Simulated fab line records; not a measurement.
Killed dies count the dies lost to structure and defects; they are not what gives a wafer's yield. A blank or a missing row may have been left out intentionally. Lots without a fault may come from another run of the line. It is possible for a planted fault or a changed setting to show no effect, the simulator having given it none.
Which tool is to blame? || flow gf180mcu || at 1 step of a route of 602, 6 lots with 17 wafers sampled

## WHAT EACH GAUGE READ, for each wafer
GF_M3_RS_MEAS_05: the measuring method here is four-point-probe.
{"lot": "L762", "measured": "day 20 17:25", "on": "filmMetro-03", "M3_ALCU_RS (ohm/sq)": "0.0697 0.0702 0.0696"}
{"lot": "L764", "measured": "day 21 11:11", "on": "filmMetro-04", "M3_ALCU_RS (ohm/sq)": "0.0697 0.0683 0.0689"}
{"lot": "L768", "measured": "day 23 09:17", "on": "filmMetro-04", "M3_ALCU_RS (ohm/sq)": "0.0688 0.0695 0.0683"}
{"lot": "L778", "measured": "day 26 07:53", "on": "filmMetro-04", "M3_ALCU_RS (ohm/sq)": "0.0685 0.0679 0.0690"}
{"lot": "L780", "measured": "day 26 21:21", "on": "filmMetro-03", "M3_ALCU_RS (ohm/sq)": "0.0708 0.0714 0.0707"}
{"lot": "L783", "measured": "day 27 17:58", "on": "filmMetro-04", "M3_ALCU_RS (ohm/sq)": "0.0702 0.0694"}

## EACH LOT AND THE TOOL THAT RAN IT (in order: tool; ch and the chambers of the sampled wafers; start)
There is no process step in the record ahead of these readings.

## THE ANSWER, worked out from the rows above alone
Rule: the lots themselves supply what counts as usual. The widest of any qualifying gaps counts: lots, ordered by their means at a reading, are off when they make up no more than a third of the lots, leave a main group of 4 or more, and stand apart from it by 3 or more times the standard deviation of that group's means. A main group whose means are all the same, to the digits that the tables above print for the reading, isn't used. Also off: a lot with no number at a reading for which 4 or more lots have one. All remaining lots with rows at the step are treated as sound.
Across all readings shown, no lot is off: no conclusion can be drawn from this.

## WHAT WAS PUT IN BY THE SIMULATOR
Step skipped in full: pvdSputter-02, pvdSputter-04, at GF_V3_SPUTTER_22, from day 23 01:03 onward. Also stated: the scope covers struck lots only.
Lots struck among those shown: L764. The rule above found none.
